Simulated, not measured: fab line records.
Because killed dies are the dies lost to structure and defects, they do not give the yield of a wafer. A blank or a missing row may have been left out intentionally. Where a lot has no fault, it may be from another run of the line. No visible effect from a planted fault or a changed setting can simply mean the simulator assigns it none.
fab line records | flow sky130
[record] lots = 7 wafers = 21 last_day = 50
route steps=708 shown METAL2@505 VIA2@507
lots untouched by any fault: they come from a run of this same line in which no faults occurred
start_h: hours from the record's opening day to when the first of the lot's shown wafers began | wait_h: hours since the lot's step before | " same as the row above | L1.1+2: a row that stands for several wafers | - either no value or no given start | * or withheld: withheld | < > ~ a bound
route shown NAME@n: NAME is a module with steps in the file, n the number in the route of the first one | usual: mean and standard deviation over wafers with no fault | same: alike in all rows | chamber/n: place in a boat | sites: the reading at each site | _std_site: standard deviation across them | _edge_site: inner sites' mean taken away from outer sites' mean | radius_mm: how far each site lies from the wafer's centre | mask NAME#n: copy n | behind: the last tool/chamber to shape the wafer | hold: what put the lot on hold/how long, in hours/how the hold closed | device: the transistor (n, p or np) that didn't switch | end of line: the same wafers' tests at the end of the route | a step without rows: its recipe alone | killed: count of dies lost to structure and defects at first sort (not the wafer's yield) | map: a wafer's dies, x killed, . not, _ none there
set.NAME: the setting the step ran with; set.NAME@STEP: the setting that earlier step ran with | model.NAME: the simulator's own value behind a step, which no gauge read
lots at selected steps of the route; one table per step, one row per wafer
services: from which hour (start_h, from the record's first day; less than 0 if before it) a tool's chamber was out of use, for how many hours, and why
[[steps]]
[step SKY_METAL2_CLEAN_22]
[recipe] chemistry = IPA time_s = 180 temp_c = 25
[step SKY_METAL2_CLEAN_23]
[recipe] chemistry = O3/DIW dry = n2_spin
[step SKY_VIA2_HDPCVD_00]
[recipe] material = SiO2 target_thk_nm = 1180 sigma_open_frac = 0.3 time_s = 196.7 temp_c = 400 sih4_flow_sccm = 60 pressure_mtorr = 6
[step SKY_VIA2_THK_MEAS_01]
[recipe] reads = SiO2_of_VIA2_HDPCVD_00
[usual] VIA2_HDPCVD_THK = 1183/12
// columns lot.wafer tool chamber start_h wait_h VIA2_HDPCVD_THK[nm]
L620.1 film_metro-01 - 898.39 0.1 1175
L620.3 " - " " 1186
L620.5 " - " " 1178
L623.1 film_metro-03 - 916.56 0.1 1191
L623.4 " - " " 1210
L623.6 " - " " 1195
L624.2 film_metro-03 - 930.09 0.1 1197
L624.5 " - " " 1193
L624.6 " - " " 1187
L625.1 film_metro-04 - 935.43 0.1 1179
L625.5 " - " " 1197
L625.6 " - " " 1181
L631.1 film_metro-03 - 978.53 0.1 1180
L631.5 " - " " 1188
L631.6 " - " " 1174
L632.3 film_metro-03 - 981.19 0.1 1192
L632.5 " - " " 1197
L632.6 " - " " 1201
L633.2 film_metro-03 - 995.74 0.1 1191
L633.3 " - " " 1194
L633.5 " - " " 1202
[step SKY_VIA2_CMP_02]
[recipe] material = SiO2 down_force_psi = 4 platen_rpm = 60 pad_velocity_m_s = 0.94248
[usual] motor_current_A = 12.0/0.89
// columns lot.wafer tool chamber start_h wait_h motor_current_A
L620.1 cmp-01 2 898.55 0.1 12.4
L620.3 " 3 " " 12.5
L620.5 " 1 " " 10.9
L623.4 cmp-02 3 917.77 1.2 9.8
L623.1 " 2 " " 12.1
L623.6 " 0 " " 12.5
L624.2 cmp-02 3 930.24 0.1 10.1
L624.5 " 1 " " 12.0
L624.6 " 2 " " 12.1
L625.1 cmp-02 3 935.54 0.1 10.5
L625.6 " 2 " " 12.0
L625.5 " 3 " " 11.1
L631.1 cmp-02 1 978.69 0.1 12.0
L631.6 " 3 " " 10.4
L631.5 " 0 " " 12.4
L632.3 cmp-02 0 981.28 0.1 12.1
L632.6 " 3 " " 9.9
L632.5 " 0 " " 12.7
L633.2 cmp-02 3 995.84 0.1 10.5
L633.3 " 0 " " 12.4
L633.5 " 2 " " 12.1
[step SKY_VIA2_BOW_MEAS_03]
[recipe] mode = bow
[usual] VIA2_BOW = 87/7.5
// columns lot.wafer tool chamber start_h wait_h VIA2_BOW[um]
L620.1 film_metro-03 - 898.75 0.1 70
L620.3 " - " " 78
L620.5 " - " " 76
L623.1 film_metro-03 - 918.07 0.1 97
L623.4 " - " " 90
L623.6 " - " " 92
L624.2 film_metro-04 - 930.46 0.2 87
L624.5 " - " " 88
L624.6 " - " " 90
L625.1 film_metro-04 - 935.79 0.2 85
L625.5 " - " " 88
L625.6 " - " " 98
L631.1 film_metro-03 - 978.89 0.1 82
L631.5 " - " " 74
L631.6 " - " " 80
L632.3 film_metro-03 - 981.57 0.2 89
L632.5 " - " " 83
L632.6 " - " " 99
L633.2 film_metro-04 - 996.11 0.2 74
L633.3 " - " " 80
L633.5 " - " " 79
[step SKY_VIA2_DEHYDRATE_04]
[recipe] temp_c = 200 time_s = 60
[step SKY_VIA2_HMDS_05]
[recipe] prime_time_s = 60 prime_temp_c = 120
[step SKY_VIA2_COAT_06]
[recipe] resist = BARC temp_c = withheld time_s = withheld spin_rpm = 3000 resist_thk_nm = 60
[step SKY_VIA2_COAT_07]
[recipe] resist = KrF-thick spin_rpm = 3000 resist_thk_nm = 450
[step SKY_VIA2_SOFTBAKE_08]
[recipe] temp_c = 100 time_s = 90 resist = KrF-thick
[step SKY_VIA2_EXPOSE_09]
[recipe] mask_id = VIM2 na = 0.8 source_shape = annular sigma_inner = 0.55 sigma_outer = 0.85 target_cd_nm = 200 dose_mj = 38
[step SKY_VIA2_PEB_10]
[recipe] peb_temp_c = withheld peb_time_s = withheld resist = KrF-thick
[usual] chill_plate_temp_C = * exhaust_pa = 45.0/0.9
// columns lot.wafer tool chamber start_h wait_h chill_plate_temp_C exhaust_pa
L620.1 litho_track-02 0 923 - * 45.6
L620.3 " 0 " " * 45.0
L620.5 " 0 " " * 45.5
L623.1 litho_track-02 - 941 - - -
L623.4 " - " " - -
L623.6 " - " " - -
L624.2 litho_track-01 - 954 - - -
L624.5 " - " " - -
L624.6 " - " " - -
L625.1 litho_track-04 - 959 - - -
L625.5 " - " " - -
L625.6 " - " " - -
L631.1 litho_track-02 0 1001 - * 44.7
L631.5 " 0 " " * 45.1
L631.6 " 0 " " * 45.3
L632.3 litho_track-04 0 1004 - * 44.7
L632.5 " 0 " " * 46.0
L632.6 " 0 " " * 45.4
L633.2 litho_track-04 0 1018 - * 46.3
L633.3 " 0 " " * 44.5
L633.5 " 0 1019 - * 44.0
[step SKY_VIA2_DEVELOP_11]
[recipe] develop_time_s = 60 resist = KrF-thick dev_temp_c = 21
[[services]]
// columns tool chamber start_h hours kind
cmp-01 - 874.98 3.9 repair
cmp-01 - 894.80 0.4 repair
cmp-02 - 913.47 4.0 pm
cmp-01 - 915.26 5.1 repair
cmp-02 - 917.47 - consumable_replace:conditioner
cmp-02 - 917.47 - consumable_replace:pad
cmp-02 - 920.47 6.3 pm
cmp-01 - 951.11 1.2 repair
litho_track-01 - 987.01 - consumable_replace:filter
cmp-01 - 1017.35 0.9 repair
[[key]]
[first_sign] step = SKY_VIA2_PEB_10 reading = tool_record direction = missing
effect none on later readings
met_at SKY_VIA2_PEB_10
struck_wafers L623.1,L623.4,L623.6,L624.2,L624.5,L624.6,L625.1,L625.5,L625.6
later_rows_left_out L623.1,L623.4,L623.6,L624.2,L624.5,L624.6,L625.1,L625.5,L625.6
sort_left_out L623.1,L623.4,L623.6,L624.2,L624.5,L624.6,L625.1,L625.5,L625.6
onset_between 923 941
[fault] kind = skipped_step_whole tool = litho_track-01,litho_track-02,litho_track-04 chamber = - onset_h = 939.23 steps = SKY_VIA2_PEB_10 scope = struck_lots_only
// sort_left_out: the simulated sort isn't trusted on such a fault, so these wafers' sort isn't shown, and their yield isn't known
// later_rows_left_out: the simulator's readings of these wafers behind a module that went badly wrong aren't trusted and aren't shown, but for the sort
